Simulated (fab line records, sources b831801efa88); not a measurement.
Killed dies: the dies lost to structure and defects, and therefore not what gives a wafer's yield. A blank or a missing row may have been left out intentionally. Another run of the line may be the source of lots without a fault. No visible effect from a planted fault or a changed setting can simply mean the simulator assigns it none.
Matching of chambers -- flow gf180mcu -- GF_CONTACT_CVD_02 on pecvd-02 has 3 sister chambers
The step deposits SiO2 from TEOS, target thk 860 nm, time 95.992 s. 6 wafers are shown with their chamber, then 11 later ones without.

== EACH WAFER AND ITS CHAMBER ==
wafer,chamber,heaterPowerW (W)
L085.3,0,618
L085.6,2,734
L088.1,1,722
L088.3,0,587
L088.4,2,796
L089.2,1,753

== WAFERS WHOSE CHAMBER IS MISSING ==
wafer,heaterPowerW (W)
L089.3,553
L089.4,662
L093.1,657
L093.2,553
L093.5,621
L094.3,719
L094.4,651
L094.5,764
L095.1,750
L095.3,558
L095.4,777

== WHICH CHAMBER EACH ONE RAN IN ==
wafer,from the rows above,in truth
L089.3,0,0
L089.4,can't be placed: 0 or 1 or 2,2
L093.1,can't be placed: 0 or 1 or 2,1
L093.2,0,0
L093.5,0,0
L094.3,can't be placed: 1 or 2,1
L094.4,can't be placed: 0 or 1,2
L094.5,can't be placed: 2 or 1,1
L095.1,can't be placed: 1 or 2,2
L095.3,0,0
L095.4,can't be placed: 2 or 1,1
4 of 11 placed correctly. Not placeable from these rows: 7 (in 6, the candidates include the true chamber). Number placed wrongly: 0.
How it was worked out, from the rows above alone: a wafer's distance from a chamber is the root of the sum, over the readings, of the square of ((its reading less the chamber's mean) divided by the reading's scatter). If the next closest chamber is less than 2 further off than the closest, the wafer can't be placed; otherwise it belongs to the closest. A chamber's mean is the mean of its shown wafers. The scatter is the square root of a quotient: the sum, over the shown wafers, of each reading's squared deviation from its chamber's mean, divided by wafers minus chambers.
